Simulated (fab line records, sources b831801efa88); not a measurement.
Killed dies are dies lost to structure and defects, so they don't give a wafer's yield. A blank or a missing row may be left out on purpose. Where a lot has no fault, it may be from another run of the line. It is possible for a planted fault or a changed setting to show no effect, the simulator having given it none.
fab line records	flow sky130
[record] lots = 6	wafers = 18	lastDay = 50
route steps=708 shown NWELL@65 PWDE@84 VT_ADJUST_HVTP@85 VT_ADJUST_LVTN@97 PAD_OPEN@708
lots that met no fault: from a run of the same line without faults
startH: start of the lot's first displayed wafer, in hours after the record's first day	waitH: time in hours since the lot's previous step	" unchanged from the row above	L1.1+2: several wafers, shown together as one row	- either no value or no given start	* or withheld: withheld	< > ~ a bound
route shown NAME@n: NAME is a module with steps in the file, n the number in the route of the first one	usual: the fault-free wafers' mean and standard deviation	same: alike in all rows	chamber/n: place in a boat	sites: per-site readings	_std_site: the values' standard deviation	_edge_site: inner sites' mean taken away from outer sites' mean	radiusMm: for every site, how far away it sits from the centre of the wafer	mask NAME#n: copy n	behind: the most recent tool/chamber to have shaped the wafer	hold: what put the lot on hold/how long, in hours/how the hold closed	device: transistor that didn't switch, given as n, p or np	end of line: tests of these same wafers at the route's end	step lacking rows: just its recipe	killed: at the first sort, the dies lost to defects and structure; wafer yield is something else	map: per-die view of a wafer (x killed, . not killed, _ where there is no die)
set.NAME: setting as actually run; set.NAME@STEP: the setting as run at that earlier step	model.NAME: the simulator's own value behind a step, which no gauge read
a table for each step, a row for each wafer; lots at some steps of the route
services: the hour from which a tool's chamber was out of use, counted from the record's first day as startH (under 0 if before that day), plus the number of hours and why
[[steps]]
[step SKY_NWELL_IMPLANT_12]
[recipe] species = P	energyKev = 120	doseCm2 = 1.3e+12	tiltDeg = withheld
[step SKY_NWELL_IMPLANT_13]
[recipe] species = P	energyKev = 50	doseCm2 = 7e+11	tiltDeg = withheld
[step SKY_NWELL_STRIP_14]
[recipe] chemistry = O2/N2	powerW = 1400	pressureMtorr = 1500	platenTempC = withheld	o2FlowSccm = 3000	n2FlowSccm = 300	overashFraction = 0.5
[usual] drypumpMotorCurrentA = 5.5/0.41	oesProductAu = 0.722/0.0043	stripTimeToEndpointS = 36.92/0.092
lot.wafer	tool	chamber	startH	waitH	drypumpMotorCurrentA	oesProductAu	rfHoursCounterH	stripTimeToEndpointS
L332.1	plasmaAsher-02	0	103.99	0.1	6.0	0.713	30	37.03
L332.4	"	1	"	"	5.4	0.722	-	36.87
L332.6	"	0	"	"	6.0	0.726	-	36.94
L336.1	plasmaAsher-02	0	126.88	0.1	6.0	0.724	32	37.10
L336.2	"	1	"	"	5.4	0.726	32	37.06
L336.5	"	0	"	"	6.0	0.719	-	37.04
L337.3	plasmaAsher-02	1	133.56	0.1	5.4	0.727	-	36.77
L337.4	"	0	"	"	6.0	0.721	-	36.77
L337.6	"	0	"	"	6.0	0.725	-	36.90
L347.2	plasmaAsher-01	0	198.75	0.1	4.9	0.720	54	36.95
L347.5	"	1	"	"	5.8	0.721	-	36.90
L347.6	"	0	"	"	4.9	0.720	-	36.93
L349.1	plasmaAsher-04	1	205.50	0.1	5.0	0.726	7	36.80
L349.4	"	1	"	"	5.1	0.726	-	36.94
L349.5	"	1	"	"	5.1	0.726	-	36.86
L350.1	plasmaAsher-02	1	218.34	0.1	5.4	0.727	41	37.01
L350.2	"	0	"	"	6.0	0.715	41	37.00
L350.6	"	0	"	"	6.0	0.729	-	37.00
[step SKY_NWELL_TW_MEAS_15]
[usual] NWELL_TW = 1838/15
lot.wafer	tool	chamber	startH	waitH	NWELL_TW
L332.1	filmMetro-02	-	104.09	0.1	1824
L332.4	"	-	"	"	1826
L332.6	"	-	"	"	1819
L336.1	filmMetro-03	-	126.98	0.1	1824
L336.2	"	-	"	"	1826
L336.5	"	-	"	"	1840
L337.3	filmMetro-02	-	133.65	0.1	1829
L337.4	"	-	"	"	1839
L337.6	"	-	"	"	1832
L347.2	filmMetro-04	-	198.86	0.1	1861
L347.5	"	-	"	"	1861
L347.6	"	-	"	"	1867
L349.1	filmMetro-04	-	205.60	0.1	1859
L349.4	"	-	"	"	1872
L349.5	"	-	"	"	1863
L350.1	filmMetro-04	-	218.44	0.1	1871
L350.2	"	-	"	"	1874
L350.6	"	-	"	"	1867
[step SKY_NWELL_DEHYDRATE_16]
[recipe] tempC = 200	timeS = 60
[step SKY_NWELL_HMDS_17]
[recipe] primeTimeS = 60	primeTempC = 120
[step SKY_NWELL_COAT_18]
[recipe] spinRpm = 2000	resistThkNm = 3000
[step SKY_NWELL_SOFTBAKE_19]
[recipe] tempC = 110	timeS = withheld
[step SKY_NWELL_EXPOSE_20]
[recipe] maskId = NWM_COMPLEMENT	na = 0.6	sourceShape = conventional	sigmaOuter = 0.6	polarization = unpolarized	targetCdNm = 840	doseMj = 260
[step SKY_NWELL_PEB_21]
[recipe] tempC = 115	timeS = withheld
[step SKY_NWELL_DEVELOP_22]
[recipe] wallAngleDeg = 90	developer = TMAH	developTimeS = 60	devTempC = 23
[step SKY_NWELL_OVL_MEAS_23]
[usual] NWELL_01_OVL = -0.3/1.3
lot.wafer	tool	chamber	startH	waitH	NWELL_01_OVL[nm]
L332.1	overlay-02	-	120.97	-	0.0
L332.4	"	-	"	"	-0.2
L332.6	"	-	"	"	1.4
L336.1	overlay-02	-	144.45	-	0.4
L336.2	"	-	"	"	0.9
L336.5	"	-	"	"	1.7
L337.3	overlay-01	-	153.51	-	0.5
L337.4	"	-	"	"	-0.7
L337.6	"	-	"	"	0.3
L347.2	overlay-02	-	221.32	-	-0.6
L347.5	"	-	"	"	-2.7
L347.6	"	-	"	"	-0.2
L349.1	overlay-01	-	228.35	-	-0.7
L349.4	"	-	"	"	0.1
L349.5	"	-	"	"	0.2
L350.1	overlay-01	-	242.04	-	-0.8
L350.2	"	-	"	"	-1.3
L350.6	"	-	"	"	-0.4
[step SKY_NWELL_IMPLANT_24]
[recipe] species = B	energyKev = 140	doseCm2 = 9.2e+12	tiltDeg = withheld
[usual] endStationPressureTorr = 5.03e-06/2.4e-07
lot.wafer	tool	chamber	startH	waitH	endStationPressureTorr
L332.1	implanter-02	0	121.00	0.0	5.37e-06
L332.4	"	0	"	"	4.84e-06
L332.6	"	0	"	"	4.75e-06
L336.1	implanter-01	0	144.49	0.0	4.68e-06
L336.2	"	0	"	"	4.92e-06
L336.5	"	0	"	"	5.27e-06
L337.3	implanter-03	0	153.58	0.1	4.9e-06
L337.4	"	0	"	"	5.01e-06
L337.6	"	0	"	"	4.46e-06
L347.2	implanter-03	0	221.38	0.0	5.38e-06
L347.5	"	0	"	"	4.75e-06
L347.6	"	0	"	"	5.23e-06
L349.1	implanter-01	0	228.39	0.0	4.57e-06
L349.4	"	0	"	"	4.77e-06
L349.5	"	0	"	"	5.03e-06
L350.1	implanter-01	0	242.08	0.0	5.09e-06
L350.2	"	0	"	"	4.96e-06
L350.6	"	0	"	"	5.05e-06
[step SKY_NWELL_STRIP_25]
[recipe] chemistry = O2/N2	powerW = 1400	pressureMtorr = 1500	platenTempC = withheld	o2FlowSccm = 3000	n2FlowSccm = 300	overashFraction = 0.5
[usual] drypumpMotorCurrentA = 5.5/0.42	oesProductAu = 0.723/0.0048	stripTimeToEndpointS = 36.93/0.094
lot.wafer	tool	chamber	startH	waitH	drypumpMotorCurrentA	oesProductAu	rfHoursCounterH	stripTimeToEndpointS
L332.1	plasmaAsher-01	1	121.15	0.1	5.8	0.719	46	36.95
L332.4	"	0	"	"	4.9	0.720	-	36.92
L332.6	"	1	"	"	5.8	0.723	-	36.96
L336.1	plasmaAsher-02	0	144.64	0.1	6.0	0.724	34	36.85
L336.2	"	1	"	"	5.4	0.725	34	36.85
L336.5	"	0	"	"	6.0	0.718	-	36.74
L337.3	plasmaAsher-01	0	153.71	0.1	4.9	0.727	-	36.95
L337.4	"	1	"	"	5.8	0.723	-	37.11
L337.6	"	1	"	"	5.8	0.726	-	37.09
L347.2	plasmaAsher-01	0	221.50	0.1	4.9	0.718	56	36.93
L347.5	"	0	"	"	4.9	0.731	-	36.99
L347.6	"	1	"	"	5.8	0.722	-	36.91
L349.1	plasmaAsher-04	0	228.54	0.1	5.7	0.719	9	37.11
L349.4	"	1	"	"	5.0	0.723	-	37.04
L349.5	"	1	"	"	5.0	0.721	-	37.05
L350.1	plasmaAsher-04	1	242.23	0.1	5.1	0.719	10	36.96
L350.2	"	0	"	"	5.7	0.715	10	36.86
L350.6	"	0	"	"	5.7	0.727	-	36.94
[step SKY_NWELL_TW_MEAS_26]
[usual] NWELL_2_TW = 502/4.3
lot.wafer	tool	chamber	startH	waitH	NWELL_2_TW
L332.1	filmMetro-03	-	121.25	0.1	499
L332.4	"	-	"	"	500
L332.6	"	-	"	"	499
L336.1	filmMetro-03	-	144.74	0.1	497
L336.2	"	-	"	"	500
L336.5	"	-	"	"	498
L337.3	filmMetro-04	-	153.80	0.1	508
L337.4	"	-	"	"	505
L337.6	"	-	"	"	507
L347.2	filmMetro-04	-	221.61	0.1	509
L347.5	"	-	"	"	505
L347.6	"	-	"	"	511
L349.1	filmMetro-02	-	228.64	0.1	494
L349.4	"	-	"	"	492
L349.5	"	-	"	"	494
L350.1	filmMetro-03	-	242.33	0.1	500
L350.2	"	-	"	"	501
L350.6	"	-	"	"	497
[step SKY_NWELL_CLEAN_27]
[recipe] chemistry = SC1/SC2	mix = 1:4:20	tempC = 70	timeS = 150	dry = n2Spin
[step SKY_NWELL_RTA_28]
[recipe] tempC = 1050	timeS = 30	idleTempC = 650	rampUpCPerS = 150	rampDownCPerS = 90	ambient = N2
[usual] lampPowerPct = 25.30/0.048	wafer_temp_C_max = 1054.8/0.89
lot.wafer	tool	chamber	startH	waitH	lampPowerPct	wafer_temp_C_max
L332.1	rtpAnneal-02	0	121.36	0.0	25.32	1055.2
L332.4	"	0	"	"	25.21	1053.9
L332.6	"	0	"	"	25.25	1054.3
L336.1	rtpAnneal-01	0	144.90	0.0	25.28	1054.8
L336.2	"	0	"	"	25.30	1054.4
L336.5	"	0	"	"	25.33	1057.3
L337.3	rtpAnneal-02	0	154.02	0.1	25.31	1054.8
L337.4	"	0	"	"	25.37	1054.9
L337.6	"	0	"	"	25.25	1054.7
L347.2	rtpAnneal-01	0	221.75	0.0	25.31	1053.5
L347.5	"	0	"	"	25.32	1054.3
L347.6	"	0	"	"	25.33	1054.5
L349.1	rtpAnneal-01	0	228.75	0.0	25.33	1055.4
L349.4	"	0	"	"	25.29	1054.5
L349.5	"	0	"	"	25.26	1054.5
L350.1	rtpAnneal-02	0	242.44	0.0	25.22	1054.6
L350.2	"	0	"	"	25.32	1056.4
L350.6	"	0	"	"	25.34	1054.8
[step SKY_NWELL_RS_MEAS_29]
[recipe] thkMeasGauge = four-point-probe
[usual] NWELL_RS = 624.2/1.6
lot.wafer	tool	chamber	startH	waitH	NWELL_RS[ohm/sq]
L332.1	filmMetro-02	-	121.46	0.1	625.2
L332.4	"	-	"	"	627.6
L332.6	"	-	"	"	625.1
L336.1	filmMetro-02	-	145.00	0.1	624.1
L336.2	"	-	"	"	623.7
L336.5	"	-	"	"	622.6
L337.3	filmMetro-02	-	154.33	0.2	625.6
L337.4	"	-	"	"	626.4
L337.6	"	-	"	"	624.4
L347.2	filmMetro-03	-	221.85	0.1	626.8
L347.5	"	-	"	"	624.5
L347.6	"	-	"	"	624.2
L349.1	filmMetro-03	-	228.85	0.1	622.8
L349.4	"	-	"	"	624.2
L349.5	"	-	"	"	622.0
L350.1	filmMetro-04	-	242.54	0.1	623.9
L350.2	"	-	"	"	623.3
L350.6	"	-	"	"	623.5
[step SKY_NWELL_RS_MEAS_31]
[recipe] thkMeasGauge = four-point-probe
[usual] PWDE_RS = 5276/14
lot.wafer	tool	chamber	startH	waitH	PWDE_RS[ohm/sq]
L332.1	filmMetro-02	-	121.70	0.1	5265
L332.4	"	-	"	"	5277
L332.6	"	-	"	"	5264
L336.1	filmMetro-02	-	145.24	0.1	5267
L336.2	"	-	"	"	5275
L336.5	"	-	"	"	5267
L337.3	filmMetro-02	-	154.57	0.1	5285
L337.4	"	-	"	"	5300
L337.6	"	-	"	"	5293
L347.2	filmMetro-03	-	222.09	0.1	5268
L347.5	"	-	"	"	5267
L347.6	"	-	"	"	5257
L349.1	filmMetro-03	-	229.09	0.1	5250
L349.4	"	-	"	"	5244
L349.5	"	-	"	"	5255
L350.1	filmMetro-04	-	242.78	0.1	5287
L350.2	"	-	"	"	5296
L350.6	"	-	"	"	5277
[step SKY_VT_ADJUST_HVTP_DEHYDRATE_00]
[recipe] tempC = 200	timeS = 60
[step SKY_VT_ADJUST_HVTP_HMDS_01]
[recipe] primeTimeS = 60	primeTempC = 120
[step SKY_VT_ADJUST_HVTP_COAT_02]
[recipe] resist = NOVOLAK	spinRpm = 3035	resistThkNm = 1140
[step SKY_VT_ADJUST_HVTP_SOFTBAKE_03]
[recipe] tempC = 90	timeS = 60	resist = NOVOLAK
[step SKY_VT_ADJUST_HVTP_EXPOSE_04]
[recipe] maskId = HVTPM	na = 0.6	sourceShape = conventional	sigmaOuter = 0.6	polarization = unpolarized	targetCdNm = 380	doseMj = 140
[step SKY_VT_ADJUST_HVTP_PEB_05]
[recipe] tempC = withheld	timeS = *	resist = NOVOLAK
[step SKY_VT_ADJUST_HVTP_DEVELOP_06]
[recipe] resist = NOVOLAK	developer = TMAH	developTimeS = 59.14	devTempC = 23
[step SKY_VT_ADJUST_HVTP_CD_MEAS_07]
[recipe] targetCdNm = 380
[usual] cdNm = 380.9/2.1
lot.wafer	tool	chamber	startH	waitH	cdNm
L332.1	cdSem-01	-	139.17	0.1	381.5
L332.4	"	-	"	"	380.3
L332.6	"	-	"	"	380.1
L336.1	cdSem-02	-	165.84	0.1	377.5
L336.2	"	-	"	"	379.2
L336.5	"	-	"	"	379.6
L337.3	cdSem-02	-	173.73	0.1	382.4
L337.4	"	-	"	"	380.4
L337.6	"	-	"	"	383.0
L347.2	cdSem-01	-	244.78	0.1	378.8
L347.5	"	-	"	"	381.0
L347.6	"	-	"	"	381.8
L349.1	cdSem-02	-	252.67	0.1	383.8
L349.4	"	-	"	"	384.7
L349.5	"	-	"	"	383.2
L350.1	cdSem-02	-	267.16	0.1	384.2
L350.2	"	-	"	"	382.9
L350.6	"	-	"	"	385.0
[step SKY_VT_ADJUST_HVTP_OVL_MEAS_08]
[usual] VT_ADJUST_HVTP_OVL = 0.3/1.6
lot.wafer	tool	chamber	startH	waitH	VT_ADJUST_HVTP_OVL[nm]
L332.1	overlay-01	-	139.29	0.1	-0.8
L332.4	"	-	"	"	1.2
L332.6	"	-	"	"	0.0
L336.1	overlay-02	-	165.96	0.1	-2.9
L336.2	"	-	"	"	-1.9
L336.5	"	-	"	"	-2.5
L337.3	overlay-01	-	173.82	0.1	-0.3
L337.4	"	-	"	"	0.3
L337.6	"	-	"	"	-0.3
L347.2	overlay-01	-	244.89	0.1	0.4
L347.5	"	-	"	"	0.7
L347.6	"	-	"	"	2.1
L349.1	overlay-02	-	252.79	0.1	-2.0
L349.4	"	-	"	"	-0.7
L349.5	"	-	"	"	-2.6
L350.1	overlay-01	-	267.28	0.1	-1.2
L350.2	"	-	"	"	-2.1
L350.6	"	-	"	"	-1.4
[step SKY_VT_ADJUST_HVTP_IMPLANT_09]
[recipe] species = As	energyKev = 150	doseCm2 = 4.3e+12	tiltDeg = withheld
[step SKY_VT_ADJUST_HVTP_STRIP_10]
[recipe] chemistry = O2/N2	powerW = 1400	pressureMtorr = 1500	platenTempC = withheld	o2FlowSccm = 3000	n2FlowSccm = 300	overashFraction = 0.5
[usual] drypumpMotorCurrentA = 5.5/0.4	oesProductAu = 0.715/0.0041	stripTimeToEndpointS = 14.12/0.046
lot.wafer	tool	chamber	startH	waitH	drypumpMotorCurrentA	oesProductAu	rfHoursCounterH	stripTimeToEndpointS
L332.1	plasmaAsher-04	0	139.47	0.1	5.7	0.716	0	14.12
L332.4	"	0	"	"	5.7	0.714	-	14.13
L332.6	"	1	"	"	5.1	0.716	-	14.16
L336.1	plasmaAsher-03	1	166.15	0.1	5.0	0.714	52	14.13
L336.2	"	0	"	"	6.0	0.714	52	14.13
L336.5	"	0	"	"	6.0	0.711	-	14.13
L337.3	plasmaAsher-02	0	174.03	0.1	6.0	0.717	-	14.08
L337.4	"	1	"	"	5.4	0.704	-	14.07
L337.6	"	0	"	"	6.0	0.714	-	14.11
L347.2	plasmaAsher-04	1	245.07	0.1	5.1	0.723	11	14.14
L347.5	"	1	"	"	5.1	0.720	-	14.12
L347.6	"	0	"	"	5.7	0.716	-	14.17
L349.1	plasmaAsher-04	0	252.97	0.1	5.7	0.706	12	14.14
L349.4	"	1	"	"	5.0	0.712	-	14.10
L349.5	"	1	"	"	5.1	0.712	-	14.13
L350.1	plasmaAsher-03	1	267.47	0.1	4.9	0.722	61	14.20
L350.2	"	0	"	"	6.0	0.718	61	14.17
L350.6	"	0	"	"	6.0	0.708	-	14.22
[step SKY_VT_ADJUST_HVTP_TW_MEAS_11]
[usual] VT_ADJUST_HVTP_TW = 1358/19
lot.wafer	tool	chamber	startH	waitH	VT_ADJUST_HVTP_TW
L332.1	filmMetro-04	-	139.57	0.1	1370
L332.4	"	-	"	"	1371
L332.6	"	-	"	"	1373
L336.1	filmMetro-01	-	166.25	0.1	1335
L336.2	"	-	"	"	1345
L336.5	"	-	"	"	1339
L337.3	filmMetro-04	-	174.12	0.1	1393
L337.4	"	-	"	"	1387
L337.6	"	-	"	"	1379
L347.2	filmMetro-04	-	245.18	0.1	1379
L347.5	"	-	"	"	1377
L347.6	"	-	"	"	1384
L349.1	filmMetro-04	-	253.07	0.1	1388
L349.4	"	-	"	"	1382
L349.5	"	-	"	"	1391
L350.1	filmMetro-02	-	267.57	0.1	1369
L350.2	"	-	"	"	1375
L350.6	"	-	"	"	1373
[step SKY_VT_ADJUST_LVTN_DEHYDRATE_00]
[recipe] tempC = 200	timeS = 60
[step SKY_VT_ADJUST_LVTN_HMDS_01]
[recipe] primeTimeS = 60	primeTempC = 120
[step SKY_VT_ADJUST_LVTN_COAT_02]
[recipe] spinRpm = 2000	resistThkNm = 3000
[step SKY_VT_ADJUST_LVTN_SOFTBAKE_03]
[recipe] tempC = 110	timeS = withheld
[step SKY_VT_ADJUST_LVTN_EXPOSE_04]
[recipe] maskId = NWM_COMPLEMENT_LESS_NATIVE	na = 0.6	sourceShape = conventional	sigmaOuter = 0.6	polarization = unpolarized	targetCdNm = 840	doseMj = 194
[step SKY_VT_ADJUST_LVTN_PEB_05]
[recipe] tempC = 115	timeS = withheld
[step SKY_VT_ADJUST_LVTN_DEVELOP_06]
[recipe] wallAngleDeg = 90	developer = TMAH	developTimeS = 60	devTempC = 23
[step SKY_VT_ADJUST_LVTN_OVL_MEAS_07]
[usual] VT_ADJUST_LVTN_OVL = 0.0/1.4
lot.wafer	tool	chamber	startH	waitH	VT_ADJUST_LVTN_OVL[nm]
L332.1	overlay-01	-	158.60	-	0.8
L332.4	"	-	"	"	1.0
L332.6	"	-	"	"	-0.2
L336.1	overlay-01	-	187.31	-	0.0
L336.2	"	-	"	"	1.5
L336.5	"	-	"	"	1.1
L337.3	overlay-02	-	195.76	-	1.5
L337.4	"	-	"	"	2.2
L337.6	"	-	"	"	2.4
L347.2	overlay-02	-	269.47	-	0.5
L347.5	"	-	"	"	0.3
L347.6	"	-	"	"	-1.2
L349.1	overlay-01	-	278.00	-	0.0
L349.4	"	-	"	"	-0.9
L349.5	"	-	"	"	-1.1
L350.1	overlay-01	-	292.97	-	-0.8
L350.2	"	-	"	"	-1.3
L350.6	"	-	"	"	-1.2
[step SKY_VT_ADJUST_LVTN_IMPLANT_08]
[recipe] species = B	energyKev = 30	doseCm2 = 1.57e+12	tiltDeg = withheld
[step SKY_VT_ADJUST_LVTN_STRIP_09]
[recipe] chemistry = O2/N2	powerW = 1400	pressureMtorr = 1500	platenTempC = withheld	o2FlowSccm = 3000	n2FlowSccm = 300	overashFraction = 0.5
[usual] drypumpMotorCurrentA = 5.4/0.44	oesProductAu = 0.722/0.0046	stripTimeToEndpointS = 36.93/0.098
lot.wafer	tool	chamber	startH	waitH	drypumpMotorCurrentA	oesProductAu	rfHoursCounterH	stripTimeToEndpointS
L332.1	plasmaAsher-01	0	158.79	0.1	4.9	0.718	50	36.91
L332.4	"	1	"	"	5.8	0.723	-	36.93
L332.6	"	0	"	"	4.9	0.726	-	37.02
L336.1	plasmaAsher-03	0	187.50	0.1	6.0	0.720	54	36.81
L336.2	"	1	"	"	5.0	0.716	54	36.97
L336.5	"	1	"	"	5.0	0.725	-	36.98
L337.3	plasmaAsher-03	1	195.97	0.1	5.0	0.720	-	36.74
L337.4	"	0	"	"	6.0	0.725	-	36.86
L337.6	"	0	"	"	6.0	0.725	-	36.78
L347.2	plasmaAsher-01	0	269.65	0.1	4.9	0.712	61	37.03
L347.5	"	0	"	"	4.9	0.727	-	37.08
L347.6	"	1	"	"	5.8	0.721	-	36.98
L349.1	plasmaAsher-01	0	278.19	0.1	4.9	0.723	62	36.91
L349.4	"	1	"	"	5.8	0.729	-	36.98
L349.5	"	1	"	"	5.8	0.726	-	36.88
L350.1	plasmaAsher-01	1	293.15	0.1	5.8	0.723	63	37.00
L350.2	"	0	"	"	4.9	0.726	63	36.97
L350.6	"	1	"	"	5.8	0.721	-	36.98
[step SKY_PAD_OPEN_PROBE_99]
[usual] killed_at_M0_to_M3 = 45/7.5	killed_at_M4_up = 2.8/1.9	killedAtContacts = 25/5.5	killedAtFrontEnd = 14/4	killedAtOther = 0.3/0.75	killedDies = 87/9.4	killedOpen = 47/6.6	killedShort = 39/6.6
[same] grossDies = 492	killedAtBackSide = 0
lot.wafer	tool	chamber	startH	waitH	killed_at_M0_to_M3	killed_at_M4_up	killedAtContacts	killedAtFrontEnd	killedAtOther	killedDies	killedOpen	killedShort	model.etest.resPwellUnderGate.rsOhmSqRange
L332.1	prober-01	-	1106.68	0.1	49	2	18	11	0	80	42	38	70.54
L332.4	prober-01	-	1106.83	0.2	46	2	18	20	0	86	45	41	39.08
L332.6	prober-01	-	1106.93	0.2	47	3	19	21	1	91	41	50	51.19
L336.1	prober-01	-	1122.16	0.1	38	2	29	18	0	87	43	43	73.27
L336.2	prober-01	-	1122.21	0.1	33	2	10	16	0	61	36	25	37.62
L336.5	prober-01	-	1122.36	0.2	49	1	28	13	0	91	46	45	65.37
L337.3	prober-02	-	1133.53	0.2	44	6	25	15	0	90	47	43	41.91
L337.4	prober-02	-	1133.58	0.2	47	3	23	19	1	93	48	45	81.36
L337.6	prober-02	-	1133.68	0.2	43	1	23	15	0	82	48	34	49.77
L347.2	prober-01	-	1184.93	0.1	33	2	27	22	1	85	55	30	45.93
L347.5	prober-01	-	1185.08	0.2	41	2	21	16	0	80	49	31	54.59
L347.6	prober-01	-	1185.13	0.2	46	3	20	15	0	84	38	46	60.49
L349.1	prober-02	-	1196.17	0.1	46	2	29	16	0	93	41	52	227.9
L349.4	prober-02	-	1196.32	0.2	48	0	28	12	0	88	57	31	202.6
L349.5	prober-02	-	1196.37	0.2	43	4	31	12	1	91	46	45	211.6
L350.1	prober-01	-	1202.71	0.1	42	2	35	11	0	90	47	43	205
L350.2	prober-01	-	1202.76	0.1	41	0	25	14	0	80	42	38	226.5
L350.6	prober-01	-	1202.96	0.2	38	3	28	9	2	80	40	40	199.5
// killed by level:class
L332.1 METAL2:geometricParticle:short=8 VIA1:geometricParticle:open=7 VIA2:geometricParticle:open=7 LI_CONTACT:geometricParticle:open=6 CONTACT:geometricParticle:open=6 METAL1:geometricParticle:short=6 VIA3:geometricParticle:open=6 VIA3:geometricParticle:short=5
L332.4 POLY_GATE:geometricParticle:short=8 LI_CONTACT:geometricParticle:open=8 METAL2:geometricParticle:short=7 VIA2:geometricParticle:open=7 FIELD_ISO:geometricParticle:open=5 METAL2:geometricParticle:open=5 METAL1:geometricParticle:short=5 VIA1:geometricParticle:open=5
L332.6 VIA1:geometricParticle:open=9 METAL1:geometricParticle:short=7 CONTACT:geometricParticle:open=6 VIA3:geometricParticle:open=6 POLY_GATE:geometricParticle:open=5 POLY_GATE:geometricParticle:short=5 METAL2:geometricParticle:short=5 SPACER:geometricParticle:short=4
L336.1 CONTACT:geometricParticle:open=10 METAL1:geometricParticle:short=8 LI_CONTACT:geometricParticle:open=7 CONTACT:geometricParticle:short=6 VIA1:geometricParticle:open=6 FIELD_ISO:geometricParticle:short=4 FIELD_ISO:geometricParticle:open=4 POLY_GATE:geometricParticle:open=4
L336.2 VIA1:geometricParticle:open=9 FIELD_ISO:geometricParticle:short=6 FIELD_ISO:geometricParticle:open=5 LI_CONTACT:geometricParticle:open=5 VIA2:geometricParticle:short=5 VIA2:geometricParticle:open=5 CONTACT:geometricParticle:open=3 METAL3:geometricParticle:short=3
L336.5 VIA1:geometricParticle:open=11 CONTACT:geometricParticle:open=10 METAL2:geometricParticle:short=7 VIA2:geometricParticle:open=7 METAL1:geometricParticle:short=7 CONTACT:geometricParticle:short=6 VIA3:geometricParticle:open=5 LI_CONTACT:geometricParticle:short=4
L337.3 VIA1:geometricParticle:open=13 CONTACT:geometricParticle:open=10 VIA3:geometricParticle:open=9 CONTACT:geometricParticle:short=6 LOCAL_INTERCONNECT:geometricParticle:short=5 METAL2:geometricParticle:short=5 METAL1:geometricParticle:short=4 VIA1:geometricParticle:short=4
L337.4 VIA1:geometricParticle:open=10 LI_CONTACT:geometricParticle:open=9 METAL1:geometricParticle:short=9 POLY_GATE:geometricParticle:short=7 CONTACT:geometricParticle:open=6 VIA3:geometricParticle:open=6 METAL2:geometricParticle:short=6 VIA2:geometricParticle:open=5
L337.6 VIA1:geometricParticle:open=10 CONTACT:geometricParticle:open=8 LI_CONTACT:geometricParticle:open=7 VIA2:geometricParticle:open=7 METAL2:geometricParticle:short=7 VIA1:geometricParticle:short=6 POLY_GATE:geometricParticle:open=5 FIELD_ISO:geometricParticle:open=4
L347.2 CONTACT:geometricParticle:open=17 FIELD_ISO:geometricParticle:open=9 VIA3:geometricParticle:open=8 VIA1:geometricParticle:open=8 LOCAL_INTERCONNECT:geometricParticle:short=4 METAL1:geometricParticle:short=4 VIA1:geometricParticle:short=4 POLY_GATE:geometricParticle:open=3
L347.5 CONTACT:geometricParticle:open=8 VIA1:geometricParticle:open=7 VIA2:geometricParticle:open=7 VIA3:geometricParticle:open=7 LI_CONTACT:geometricParticle:open=6 VIA1:geometricParticle:short=6 METAL2:geometricParticle:short=6 POLY_GATE:geometricParticle:open=4
L347.6 VIA1:geometricParticle:open=9 VIA3:geometricParticle:short=8 CONTACT:geometricParticle:open=7 METAL1:geometricParticle:short=7 VIA1:geometricParticle:short=6 VIA3:geometricParticle:open=5 FIELD_ISO:geometricParticle:open=4 POLY_GATE:geometricParticle:short=4
L349.1 CONTACT:geometricParticle:open=13 METAL2:geometricParticle:short=9 VIA1:geometricParticle:open=7 VIA2:geometricParticle:short=7 CONTACT:geometricParticle:short=6 POLY_GATE:geometricParticle:short=5 VIA3:geometricParticle:open=5 POLY_GATE:geometricParticle:open=4
L349.4 CONTACT:geometricParticle:open=15 VIA1:geometricParticle:open=11 VIA3:geometricParticle:open=10 METAL1:geometricParticle:short=8 LI_CONTACT:geometricParticle:open=6 VIA2:geometricParticle:open=6 VIA1:geometricParticle:short=4 POLY_GATE:geometricParticle:open=3
L349.5 CONTACT:geometricParticle:open=12 VIA1:geometricParticle:open=8 VIA3:geometricParticle:open=8 LI_CONTACT:geometricParticle:open=7 VIA1:geometricParticle:short=7 LOCAL_INTERCONNECT:geometricParticle:short=5 VIA2:geometricParticle:short=5 POLY_GATE:geometricParticle:short=4
L350.1 CONTACT:geometricParticle:open=12 METAL2:geometricParticle:short=8 VIA1:geometricParticle:open=8 LI_CONTACT:geometricParticle:open=7 POLY_GATE:geometricParticle:open=6 LI_CONTACT:geometricParticle:short=6 LOCAL_INTERCONNECT:geometricParticle:short=6 VIA2:geometricParticle:open=6
L350.2 CONTACT:geometricParticle:open=12 VIA3:geometricParticle:open=6 METAL1:geometricParticle:short=6 METAL2:geometricParticle:short=6 POLY_GATE:geometricParticle:open=5 POLY_GATE:geometricParticle:short=5 LI_CONTACT:geometricParticle:short=5 VIA1:geometricParticle:open=5
L350.6 METAL2:geometricParticle:short=10 CONTACT:geometricParticle:open=8 CONTACT:geometricParticle:short=7 LI_CONTACT:geometricParticle:short=6 LI_CONTACT:geometricParticle:open=6 VIA2:geometricParticle:open=6 VIA3:geometricParticle:open=4 VIA1:geometricParticle:open=4
[[services]]
tool	chamber	startH	hours	kind
implanter-01	-	95.77	3.5	repair
plasmaAsher-04	-	96.27	17.1	repair
plasmaAsher-04	-	98.01	10.8	repair
plasmaAsher-04	-	113.37	14.6	pm
plasmaAsher-02	-	117.20	2.8	pm
plasmaAsher-04	-	127.97	9.0	pm
plasmaAsher-04	0	127.97	9.0	ventCycle
plasmaAsher-04	1	127.97	9.0	ventCycle
plasmaAsher-04	0	136.97	-	clean
plasmaAsher-04	1	136.97	-	clean
plasmaAsher-01	-	141.50	1.6	repair
implanter-03	-	144.86	6.1	repair
rtpAnneal-01	-	167.98	6.6	pm
implanter-01	-	178.44	3.1	pm
rtpAnneal-02	-	178.92	3.4	pm
implanter-02	-	191.47	9.8	repair
implanter-01	-	214.02	8.7	repair
plasmaAsher-03	-	226.45	0.9	repair
implanter-03	-	239.25	2.2	repair
plasmaAsher-04	-	287.84	2.8	pm
[[key]]
firstSign none at tools or gauges
[modelEffect] step = SKY_PAD_OPEN_PROBE_99	value = etest.resPwellUnderGate.rsOhmSqRange	without = 52.94	struck = 212.2
metAt SKY_NWELL_IMPLANT_24
struckWafers L349.1,L349.4,L349.5,L350.1,L350.2,L350.6
testerLeftOut L349,L350
onsetBetween 144.49 228.39
alsoFits time
[fault] kind = processParameterDrift	tool = implanter-01	chamber = -	onsetH = 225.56	steps = SKY_NWELL_IMPLANT_24	channel = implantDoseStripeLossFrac	offset = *	shape = step	endH = 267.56
// testerLeftOut: of these lots the tester's yield and bins aren't shown, on N5 and GAA mostly nor the transistor test; their killed dies are dies lost to structure and defects alone, not to doping, threshold or leakage, so they don't give the yield
